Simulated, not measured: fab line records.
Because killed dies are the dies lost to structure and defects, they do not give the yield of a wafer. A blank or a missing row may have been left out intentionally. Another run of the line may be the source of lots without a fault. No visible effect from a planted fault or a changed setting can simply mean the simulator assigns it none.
A lot that was struck, set against a sound lot || flow sky130 || 43 out of 708 route steps
Sound: wafers L857.3, L857.4, L857.6. Wafers L866.2, L866.3, L866.6 were the ones struck. The cause comes at the end.
Order at every step that has rows: each side's tool, ch and its chambers, its first start. Under that, the readings that differ: sound wafers || struck wafers || difference of the means || sigmas: that difference in standard deviations of wafers without a fault.
alike: same words and numbers on both sides, and readings whose means sit less than 2 such deviations apart. not compared: any withheld reading, any reading some wafer has no value for, any bound like >300 that may hide the same value, and any number with overlapping values for which the record gives no deviation.
The two part at a step that has a row with sigmas, a row that says differs or no value, or rows on one side only. When numbers do not overlap yet have no deviation, they are printed without sigmas and do not part them. A reading missing from all wafers of one side parts the sides only when that side holds two or more wafers.

SKY_VT_ADJUST_NCORE_STRIP_10: strips in O2/N2.
  sound on plasma-asher-02 ch 0,1, day 10 21:47; struck on plasma-asher-03 ch 0, day 13 15:50
{"reading": "strip-time-to-endpoint-s (s)", "sound": "14.13 14.19 14.16", "struck": "14.25 14.23 14.22", "difference": "+0.07", "sigmas": "+2"}
  alike: drypump-motor-current-A, oes-product-au
  not compared: rf-hours-counter-h
SKY_VT_ADJUST_NCORE_TW_MEAS_11:
  struck on film-metro-01, day 13 15:57; sound on film-metro-01, day 10 21:52
  alike: VT_ADJUST_NCORE_TW
then, 7 steps without rows for these wafers: SKY_VT_ADJUST_HVTR_DEHYDRATE_00 (time 60 s); SKY_VT_ADJUST_HVTR_HMDS_01 (prime time 60 s); SKY_VT_ADJUST_HVTR_COAT_02 (resist thk 1140 nm); SKY_VT_ADJUST_HVTR_SOFTBAKE_03 (time 60 s); SKY_VT_ADJUST_HVTR_EXPOSE_04 (exposes mask HVTRM, target cd 380 nm); SKY_VT_ADJUST_HVTR_PEB_05; SKY_VT_ADJUST_HVTR_DEVELOP_06 (develop time 60 s).
SKY_VT_ADJUST_HVTR_CD_MEAS_07 targets a cd of 380 nm.
  struck on cd-sem-01, day 14 18:26; sound on cd-sem-01, day 11 21:46
  alike: cd-nm
SKY_VT_ADJUST_HVTR_OVL_MEAS_08:
  struck on overlay-02, day 14 18:32; sound on overlay-02, day 11 21:51
  alike: VT_ADJUST_HVTR_OVL
after that, 1 step had no rows for these wafers: SKY_VT_ADJUST_HVTR_IMPLANT_09.
SKY_VT_ADJUST_HVTR_STRIP_10: strips in O2/N2.
  sound on plasma-asher-01 ch 0,1, day 11 22:04; struck on plasma-asher-04 ch 0, day 14 18:43
  alike: drypump-motor-current-A, oes-product-au, strip-time-to-endpoint-s
  not compared: rf-hours-counter-h
SKY_VT_ADJUST_HVTR_TW_MEAS_11:
  struck on film-metro-01, day 14 18:50; sound on film-metro-03, day 11 22:08
  alike: VT_ADJUST_HVTR_TW
then, 7 steps without rows for these wafers: SKY_VT_ADJUST_PCH_DEHYDRATE_00 (time 60 s); SKY_VT_ADJUST_PCH_HMDS_01 (prime time 60 s); SKY_VT_ADJUST_PCH_COAT_02 (resist thk 3000 nm); SKY_VT_ADJUST_PCH_SOFTBAKE_03; SKY_VT_ADJUST_PCH_EXPOSE_04 (exposes mask NWM, target cd 840 nm); SKY_VT_ADJUST_PCH_PEB_05; SKY_VT_ADJUST_PCH_DEVELOP_06 (develop time 60 s).
SKY_VT_ADJUST_PCH_OVL_MEAS_07:
  struck on overlay-01, day 15 22:16; sound on overlay-01, day 12 23:15
  alike: VT_ADJUST_PCH_OVL
after that, 1 step had no rows for these wafers: SKY_VT_ADJUST_PCH_IMPLANT_08.
SKY_VT_ADJUST_PCH_STRIP_09: strips in O2/N2.
  sound on plasma-asher-03 ch 0,1, day 12 23:28; struck on plasma-asher-02 ch 0,1, day 15 22:27
  alike: drypump-motor-current-A, oes-product-au, strip-time-to-endpoint-s
  not compared: rf-hours-counter-h
SKY_VT_ADJUST_PCH_TW_MEAS_10:
  struck on film-metro-04, day 15 22:34; sound on film-metro-03, day 12 23:32
  alike: VT_ADJUST_PCH_TW
then, 7 steps without rows for these wafers: SKY_SONOS_TUNNEL_DEHYDRATE_00 (time 60 s); SKY_SONOS_TUNNEL_HMDS_01 (prime time 60 s); SKY_SONOS_TUNNEL_COAT_02 (resist thk 1131 nm); SKY_SONOS_TUNNEL_SOFTBAKE_03 (time 60 s); SKY_SONOS_TUNNEL_EXPOSE_04 (exposes mask TUNM, target cd 410 nm); SKY_SONOS_TUNNEL_PEB_05; SKY_SONOS_TUNNEL_DEVELOP_06 (develop time 60 s).
SKY_SONOS_TUNNEL_CD_MEAS_07 targets a cd of 410 nm.
  struck on cd-sem-02, day 17 02:27; sound on cd-sem-01, day 14 01:20
{"reading": "cd-nm (nm)", "sound": "415.1 415.8 415.2", "struck": "407.6 408.3 408.0", "difference": -7.4, "sigmas": -3}
SKY_SONOS_TUNNEL_OVL_MEAS_08:
  struck on overlay-01, day 17 02:34; sound on overlay-01, day 14 01:25
  alike: SONOS_TUNNEL_OVL
then, 3 steps without rows for these wafers: SKY_SONOS_TUNNEL_IMPLANT_09; SKY_SONOS_TUNNEL_WET_ETCH_10 (etches SiO2 in dHF, target depth 14 nm, time 280 s); SKY_SONOS_TUNNEL_STRIP_11 (strips in SPM, time 600 s).
SKY_SONOS_TUNNEL_TW_MEAS_12:
  struck on film-metro-02, day 17 03:02; sound on film-metro-03, day 14 01:53
{"reading": "SONOS_TUNNEL_TW", "sound": "195.2 194.4 195.5", "struck": "198.6 198.6 199.5", "difference": "+3.9", "sigmas": "+2"}
then, 2 steps without rows for these wafers: SKY_SONOS_TUNNEL_CLEAN_13 (cleans in dHF, time 20 s); SKY_SONOS_ONO_OXIDATION_00 (stabilise 600 s, purge 300 s, target thk 2.6 nm).
SKY_SONOS_ONO_THK_MEAS_01:
  struck on film-metro-01, day 17 04:35; sound on film-metro-04, day 14 03:18
  alike: SONOS_ONO_OXIDATION_THK
then, 1 step without rows for these wafers: SKY_SONOS_ONO_CVD_02 (deposits Si3N4 from DCS/NH3, target thk 10.5 nm, time 180 s).
-- the record jumps here: 33 days lie between the struck wafers' starts before and after (it left off in module SONOS_ONO and takes up again in module PAD_OPEN, whose first step shown is number 708 of the route) --
SKY_PAD_OPEN_PROBE_99:
  struck on prober-01, day 50 01:48; sound on prober-02, day 48 14:18
{"reading": "hold", "sound": "- - -", "struck": "await-dispo/2.3h/release await-dispo/2.3h/release await-dispo/2.3h/release", "difference": "no value on the sound wafers", "sigmas": ""}
{"reading": "killed-at-front-end", "sound": "14 7 20", "struck": "58 61 54", "difference": "+44", "sigmas": "+9"}
{"reading": "killed-dies", "sound": "81 87 93", "struck": "124 135 125", "difference": "+41", "sigmas": "+4"}
  alike: killed_at_M0_to_M3, killed_at_M4_up, killed-at-contacts, killed-at-other, killed-open, killed-short

== WHERE THEY PART ==
First at SKY_VT_ADJUST_NCORE_STRIP_10; last, within this record, at SKY_PAD_OPEN_PROBE_99.

WHY: whatever the simulator had introduced
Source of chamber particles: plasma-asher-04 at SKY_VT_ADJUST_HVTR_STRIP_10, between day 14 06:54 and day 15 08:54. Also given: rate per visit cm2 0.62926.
